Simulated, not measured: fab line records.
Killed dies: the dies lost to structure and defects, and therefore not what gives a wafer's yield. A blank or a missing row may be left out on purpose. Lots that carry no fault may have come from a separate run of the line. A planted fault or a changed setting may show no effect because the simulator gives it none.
The tool behind it: which one? + flow sky130 + 24 lots, 72 wafers sampled, at 4 steps of a route of 708

WHAT EACH GAUGE READ, for each wafer
SKY_LDD_HVN_OVL_MEAS_07.
| lot  | measured     | on         | LDD_HVN_OVL (nm) |
|------|--------------|------------|------------------|
| L075 | day 20 19:25 | overlay-01 | -0.8 -1.7 -2.3   |
| L074 | day 20 19:37 | overlay-02 | -0.8 -1.0 -0.3   |
| L077 | day 21 12:47 | overlay-02 | -1.7 -2.3 -0.9   |
| L076 | day 21 15:52 | overlay-02 | -1.6 -1.3 -1.2   |
| L078 | day 21 22:23 | overlay-01 | 0.6 -1.1 0.1     |
| L079 | day 22 16:14 | overlay-02 | -1.7 -2.5 -3.1   |
| L081 | day 23 00:02 | overlay-02 | -2.0 -1.8 -1.0   |
| L080 | day 23 01:56 | overlay-01 | 1.1 -0.5 -1.0    |
| L082 | day 23 11:21 | overlay-02 | -3.4 -2.3 -2.5   |
| L083 | day 23 20:10 | overlay-02 | -0.7 0.4 1.7     |
| L084 | day 24 02:46 | overlay-01 | 0.5 0.9 1.6      |
| L085 | day 24 07:53 | overlay-01 | -1.0 -1.9 -0.5   |
| L086 | day 24 19:20 | overlay-02 | 0.6 -0.1 0.4     |
| L087 | day 25 06:20 | overlay-01 | 1.8 1.4 3.1      |
| L088 | day 25 20:40 | overlay-01 | 0.2 1.0 2.1      |
| L089 | day 25 22:16 | overlay-01 | -0.6 -1.4 -0.3   |
| L090 | day 26 05:18 | overlay-02 | -0.4 -3.3 -0.5   |
| L091 | day 26 06:29 | overlay-01 | -1.7 -2.2 -1.2   |
| L092 | day 26 12:56 | overlay-01 | -0.8 -0.7 -0.8   |
| L093 | day 26 21:55 | overlay-01 | -0.1 0.9 -1.7    |
| L094 | day 27 07:50 | overlay-01 | 0.4 -1.1 0.4     |
| L095 | day 27 11:12 | overlay-02 | -1.1 -1.0 -1.5   |
| L096 | day 27 15:37 | overlay-01 | -1.1 -0.2 -1.3   |
| L097 | day 28 04:13 | overlay-02 | -0.1 -0.1 0.0    |

SKY_LDD_LDN_OVL_MEAS_07.
| lot  | measured     | on         | LDD_LDN_OVL (nm) |
|------|--------------|------------|------------------|
| L075 | day 23 08:40 | overlay-02 | 0.2 1.0 -0.3     |
| L074 | day 23 09:16 | overlay-02 | -0.7 1.5 0.6     |
| L077 | day 24 00:22 | overlay-02 | -1.7 -1.6 -1.6   |
| L076 | day 24 03:37 | overlay-02 | -3.0 -1.1 -1.4   |
| L078 | day 24 09:40 | overlay-01 | 0.0 -1.6 -0.1    |
| L079 | day 25 03:46 | overlay-02 | -2.7 -2.5 -2.0   |
| L081 | day 25 11:55 | overlay-01 | -1.0 -0.6 -1.1   |
| L080 | day 25 12:47 | overlay-01 | -0.4 0.0 -0.1    |
| L082 | day 25 22:37 | overlay-02 | -0.4 1.0 1.5     |
| L083 | day 26 06:46 | overlay-02 | -0.6 -2.0 -1.8   |
| L084 | day 26 13:49 | overlay-02 | -0.3 -1.7 -1.1   |
| L085 | day 26 19:53 | overlay-01 | 0.2 1.6 0.8      |
| L086 | day 27 07:16 | overlay-02 | 1.3 1.6 2.3      |
| L087 | day 27 17:16 | overlay-01 | -1.0 0.4 0.4     |
| L088 | day 28 06:37 | overlay-01 | -1.3 0.5 0.9     |
| L089 | day 28 08:43 | overlay-02 | 1.6 0.0 0.3      |
| L090 | day 28 15:01 | overlay-02 | 0.5 0.3 1.7      |
| L091 | day 28 16:56 | overlay-01 | 0.4 -0.4 -0.3    |
| L092 | day 28 22:05 | overlay-02 | -1.7 -2.1 -1.8   |
| L093 | day 29 07:16 | overlay-01 | 0.2 -1.2 -0.5    |
| L094 | day 29 17:17 | overlay-01 | -2.0 -0.2 -0.4   |
| L095 | day 29 20:50 | overlay-02 | -1.4 -1.6 -2.2   |
| L096 | day 30 00:13 | overlay-02 | -0.6 -0.8 -0.4   |
| L097 | day 30 13:58 | overlay-02 | -1.5 0.0 0.5     |

SKY_POLY_CUT_OVL_MEAS_09.
| lot  | measured     | on         | POLY_CUT_OVL (nm) |
|------|--------------|------------|-------------------|
| L075 | day 24 16:20 | overlay-01 | -11 -10 -11       |
| L074 | day 24 17:53 | overlay-02 | -13 -7 -11        |
| L077 | day 25 08:13 | overlay-02 | -2 -5 -6          |
| L076 | day 25 10:58 | overlay-01 | 6 6 1             |
| L078 | day 25 17:56 | overlay-01 | 0 1 3             |
| L079 | day 26 11:29 | overlay-02 | 0 0 1             |
| L081 | day 26 19:29 | overlay-01 | -4 -7 -3          |
| L080 | day 26 20:57 | overlay-01 | -3 -2 1           |
| L082 | day 27 06:15 | overlay-01 | -6 -5 -7          |
| L083 | day 27 13:58 | overlay-01 | -2 0 0            |
| L084 | day 27 21:50 | overlay-02 | -2 -8 -6          |
| L085 | day 28 03:16 | overlay-02 | -2 -2 1           |
| L086 | day 28 13:34 | overlay-02 | -10 -8 -10        |
| L087 | day 28 23:11 | overlay-02 | -7 -5 0           |
| L088 | day 29 14:53 | overlay-01 | -10 -8 -4         |
| L089 | day 29 15:11 | overlay-02 | 3 7 5             |
| L090 | day 29 22:09 | overlay-02 | -10 -11 -7        |
| L091 | day 30 01:36 | overlay-01 | -1 -7 -2          |
| L092 | day 30 04:43 | overlay-02 | -7 -2 -6          |
| L093 | day 30 14:28 | overlay-02 | -2 1 2            |
| L094 | day 30 23:56 | overlay-01 | 2 9 8             |
| L095 | day 31 03:07 | overlay-01 | 6 4 6             |
| L096 | day 31 07:11 | overlay-02 | -12 -12 -13       |
| L097 | day 31 20:02 | overlay-01 | 0 -3 0            |

SKY_CAPM_THK_MEAS_01.
| lot  | measured     | on           | CAPM_CVD_00_THK (nm) |
|------|--------------|--------------|----------------------|
| L075 | day 36 17:46 | filmMetro-02 | 15.35 15.30 15.60    |
| L074 | day 36 19:01 | filmMetro-03 | 15.55 15.42 15.78    |
| L077 | day 37 08:17 | filmMetro-03 | 15.39 15.29 15.34    |
| L076 | day 37 08:35 | filmMetro-03 | 15.43 15.44 15.75    |
| L078 | day 37 16:05 | filmMetro-03 | 15.45 15.51 15.59    |
| L079 | day 38 08:22 | filmMetro-02 | 15.70 15.65 15.80    |
| L081 | day 38 13:48 | filmMetro-02 | 15.44 15.69 15.79    |
| L080 | day 38 16:29 | filmMetro-01 | 15.43 15.69 15.63    |
| L082 | day 38 22:17 | filmMetro-03 | 15.79 15.90 15.87    |
| L083 | day 39 06:50 | filmMetro-03 | 15.52 15.25 15.84    |
| L084 | day 39 13:07 | filmMetro-01 | 15.57 15.60 15.64    |
| L085 | day 39 14:43 | filmMetro-01 | 15.81 15.93 15.89    |
| L086 | day 40 04:05 | filmMetro-02 | 15.71 15.68 15.72    |
| L087 | day 40 12:14 | filmMetro-03 | 15.33 15.16 15.72    |
| L088 | day 40 23:14 | filmMetro-03 | 15.34 15.27 15.70    |
| L089 | day 41 01:13 | filmMetro-03 | 15.44 15.59 15.73    |
| L090 | day 41 08:24 | filmMetro-02 | 15.46 15.57 15.57    |
| L091 | day 41 12:15 | filmMetro-01 | 15.64 15.58 15.51    |
| L092 | day 41 13:53 | filmMetro-03 | 15.53 15.87 15.59    |
| L093 | day 41 23:07 | filmMetro-01 | 15.07 15.36 15.33    |
| L094 | day 42 00:58 | filmMetro-03 | 15.25 15.59 15.39    |
| L095 | day 42 05:50 | filmMetro-01 | 15.48 15.61 15.62    |
| L096 | day 42 11:44 | filmMetro-01 | 15.28 15.42 15.38    |
| L097 | day 42 22:48 | filmMetro-01 | 15.15 15.42 15.56    |

EACH LOT AND THE TOOL THAT RAN IT (in order: tool; ch and the chambers of the sampled wafers; start)
No process step before these readings appears in the record.

WHAT THE TOOLS THEMSELVES READ (means of the sampled wafers that have a number; where no wafer has one, the mark that the record gives instead)
The record holds no such reading with a usual standard deviation.

THE ANSWER, worked out from the rows above alone
Rule: usual is defined by the lots themselves. Put in order of their means at a reading, lots are off if they are a third of the lots or fewer, leave a main group of 4 or more, and stand apart from it by a gap of 3 or more times the standard deviation of the main group's means; of several such gaps the widest counts. If all means in a main group match to the digits the tables above print for the reading, that group is not used. A lot without any number at a reading at which 4 lots or more have one is off too. All remaining lots with rows at the step are treated as sound. After the gauges, taken in route order, come the tools' own readings; for these a lot's mean is taken, as printed above. The first step at which some lot is off is used, and at that step the reading that is off furthest; a lot without a number counts as furthest.
None of the lots is off at any reading shown; this tells nothing.

WHAT HAD BEEN PUT IN BY THE SIMULATOR
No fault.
